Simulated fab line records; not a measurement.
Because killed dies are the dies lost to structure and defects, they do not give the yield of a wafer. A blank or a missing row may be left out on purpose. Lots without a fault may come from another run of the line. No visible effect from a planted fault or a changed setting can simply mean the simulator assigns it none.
8D (eight disciplines) problem report, filled in by code ; flow sky130 ; the parts of the form that need people (team, actions taken, sign-off) are left out

1. WHAT IS WRONG
At SKY_POLY_CUT_ETCH_11, runLengthS averages 78.9 s over 6 wafers from 2 lots, while fault-free wafers read 70.7 s, standard deviation 0.4. That puts it +20 standard deviations away from the usual mean.
The step: etches Si3N4 in CF4/CH2F2/Ar, stops on poly-Si, time 42.5 s, target depth 60 nm.
Seen first at day 26 01:11 on rieDiel-02, wafer L841.2. The record has a number at this step for 36 wafers belonging to 12 lots. By rule, "out" or "out of limits" means more than 4 standard deviations away from the usual mean. The rest of the wafers with a number are treated as sound.

2. WHAT IT IS; WHAT IT IS NOT
question;is;is not
which readings at this step;runLengthS, oesProductAu;drypumpMotorCurrentA, throttleValvePct
which lots;L841, L842;L837, L840, L850, L852, L853, L854, L856, L857, L858, L859
which wafers of those lots;all that have a number;-
read on which tools;rieDiel-02;rieDiel-01, rieDiel-04
when;from day 26 01:11;"up to then (6 sound wafers); but 24 sound wafers of L850, L852, L853, L854, L856, L857, L858, L859 came after"

3. THE SUSPECTS, EACH WITH WHAT RULES IT OUT
Counting: a tool at a process step up to the reading stays a suspect if it ran every lot that is out and no sound lot after the first of them.
- rieDiel-02 at SKY_POLY_CUT_ETCH_11 (etches Si3N4 in CF4/CH2F2/Ar, stops on poly-Si, time 42.5 s, target depth 60 nm): ruled out as a lasting fault. The sound lots L859 went through it after L841, its earliest lot that is out (day 26 01:11).
Left after counting: nothing in the record.

4. THE CAUSE (what the simulator had put in)
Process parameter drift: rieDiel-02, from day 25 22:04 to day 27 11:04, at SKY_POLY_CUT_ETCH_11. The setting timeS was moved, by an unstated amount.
Counting ruled it out, wrongly.

5. THE CHAIN OF EFFECTS, in route order
Each row: a reading whose mean over the struck wafers that have a number lies more than 3 standard deviations from the usual. Scope: only readings with a usual standard deviation given in the record; hours: median across lots of the time from each lot's start at the first step in this table that gives one to its start at this step; sigmas: change in usual standard deviations.
hours;step;reading;usual;on struck wafers;change;sigmas
0;SKY_POLY_CUT_ETCH_11;oesProductAu;0.828 a.u.;0.755;-0.073;-12
0;SKY_POLY_CUT_ETCH_11;runLengthS;70.7 s;78.9;+8.2;+20
It contains these process steps:
- SKY_POLY_CUT_ETCH_11: etches Si3N4 in CF4/CH2F2/Ar, stops on poly-Si, time 42.5 s, target depth 60 nm.

6. WHAT WOULD HAVE CAUGHT IT SOONER
First out-of-limits reading in this record: day 26 01:11, which is 3 hours after fault onset at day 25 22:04.
